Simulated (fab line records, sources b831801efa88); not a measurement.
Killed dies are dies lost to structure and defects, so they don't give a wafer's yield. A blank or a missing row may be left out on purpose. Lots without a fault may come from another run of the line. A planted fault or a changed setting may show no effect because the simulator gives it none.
Split-lot experiment | flow sky130 | 5 lots, 23 wafers read, on a route of 708 steps

THE SPLIT
At SKY_LDD_HVN_COAT_02 (resist thk 300 nm), the setting resist_thk_nm was moved away from the recipe's 300 nm on 11 of the 23 wafers read, by -5.3% to +1.8%. The other wafers ran this setting at the recipe's value.

The reading is taken at the split's own step.

THE READING
NOVOLAK_of_LDD_HVN_COAT_02.thk_nm (the simulator's own value, which no gauge read), in nm, at SKY_LDD_HVN_COAT_02 (resist thk 300 nm). The file gives no usual value for it. The 12 wafers here that ran the recipe average 300.6 nm, standard deviation 0.7 nm.

wafer  | tool, chamber at the split | resist_thk_nm as run, nm | against the recipe | NOVOLAK_of_LDD_HVN_COAT_02.thk_nm, nm | against lot-mates on the recipe
L074.2 | litho_track-03, 0          | 284                      | -5.3%              | 285.2                                 | -15.7
L074.3 | litho_track-03, 0          | 300                      | recipe             | 301.2                                 | -
L074.4 | litho_track-03, 0          | 284                      | -5.3%              | 285.8                                 | -15.1
L074.5 | litho_track-03, 0          | 300                      | recipe             | 300.4                                 | -
L074.6 | litho_track-03, 0          | 300                      | recipe             | 301                                   | -
L078.1 | litho_track-01, 0          | 300                      | recipe             | 301.2                                 | -
L078.3 | litho_track-01, 0          | 300                      | recipe             | 301.5                                 | -
L078.4 | litho_track-01, 0          | 300                      | recipe             | 300.4                                 | -
L080.1 | litho_track-04, 0          | 300                      | recipe             | 299.9                                 | -
L080.3 | litho_track-04, 0          | 289.2                    | -3.6%              | 289.8                                 | -9.6
L080.4 | litho_track-04, 0          | 289.2                    | -3.6%              | 288.8                                 | -10.6
L080.5 | litho_track-04, 0          | 300                      | recipe             | 299                                   | -
L080.6 | litho_track-04, 0          | 289.2                    | -3.6%              | 288.7                                 | -10.8
L082.1 | litho_track-01, 0          | 300                      | recipe             | 300.8                                 | -
L082.2 | litho_track-01, 0          | 295.5                    | -1.5%              | 296.1                                 | -4.9
L082.3 | litho_track-01, 0          | 300                      | recipe             | 301.3                                 | -
L082.4 | litho_track-01, 0          | 295.5                    | -1.5%              | 295.5                                 | -5.6
L082.6 | litho_track-01, 0          | 295.5                    | -1.5%              | 295.6                                 | -5.4
L083.1 | litho_track-03, 0          | 305.3                    | +1.8%              | 305.5                                 | +5.4
L083.2 | litho_track-03, 0          | 305.3                    | +1.8%              | 305.6                                 | +5.5
L083.3 | litho_track-03, 0          | 300                      | recipe             | 299.9                                 | -
L083.4 | litho_track-03, 0          | 300                      | recipe             | 300.4                                 | -
L083.6 | litho_track-03, 0          | 305.3                    | +1.8%              | 305.4                                 | +5.2

THE FIT
A straight line over all 23 wafers: NOVOLAK_of_LDD_HVN_COAT_02.thk_nm changes by +2.95 nm for each +1% of resist_thk_nm; r = +0.99; the points scatter about the line by 0.7 nm.
The same after taking each lot's own level away (the mean of its wafers on the recipe; 23 wafers): +2.92 nm for each +1%; r = +1.00; scatter 0.52 nm.
On that fit, the largest move of resist_thk_nm shifts the reading by 16 nm.
The lots' own levels span 299.45 to 301.05 nm, that is 2.3 times the standard deviation above.
So the lot-to-lot level changes the slope little: the two slopes agree.
Check: with one of the wafers moved furthest among these (-5.3%) left out of the fit, the line predicts -15.6 nm for it against its lot-mates. It came out at -15.7 nm against them.

OTHER SPLITS ON THESE WAFERS
These wafers also went through other splits before the reading. Each is held against what the fit with the lots' levels taken away leaves over:
other split on the same wafers      | wafers away from the commonest value | r with NOVOLAK_of_LDD_HVN_COAT_02.thk_nm (lot level and that fit taken away)
SKY_SONOS_ONO_DEVELOP_12 dev_temp_c | 6                                    | +0.10
SKY_POLY_GATE_COAT_07 spin_rpm      | 5                                    | -0.15
SKY_POLY_GATE_ETCH_16 time_s        | 5                                    | -0.08
SKY_LDD_N_IMPLANT_14 energy_kev     | 4                                    | +0.11
SKY_LDD_P_EXPOSE_04 dose_mj         | 9                                    | -0.37

THE WHOLE CHAIN: every reading that the file lists as answering this split, in the file's order
step                 | what it does      | reading                                                                            | change (the file's fit)              | r (the file's)
SKY_LDD_HVN_COAT_02  | resist thk 300 nm | NOVOLAK_of_LDD_HVN_COAT_02.thk_nm (the simulator's own value, which no gauge read) | +2.92 nm for each +1% of the setting | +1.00
SKY_LDD_HVN_STRIP_09 | strips in O2/N2   | strip_time_to_endpoint_s                                                           | withheld for each +1% of the setting | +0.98

THE FILE'S OWN FIT
NOVOLAK_of_LDD_HVN_COAT_02.thk_nm changes by +2.92 nm for each +1% of resist_thk_nm, r = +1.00.
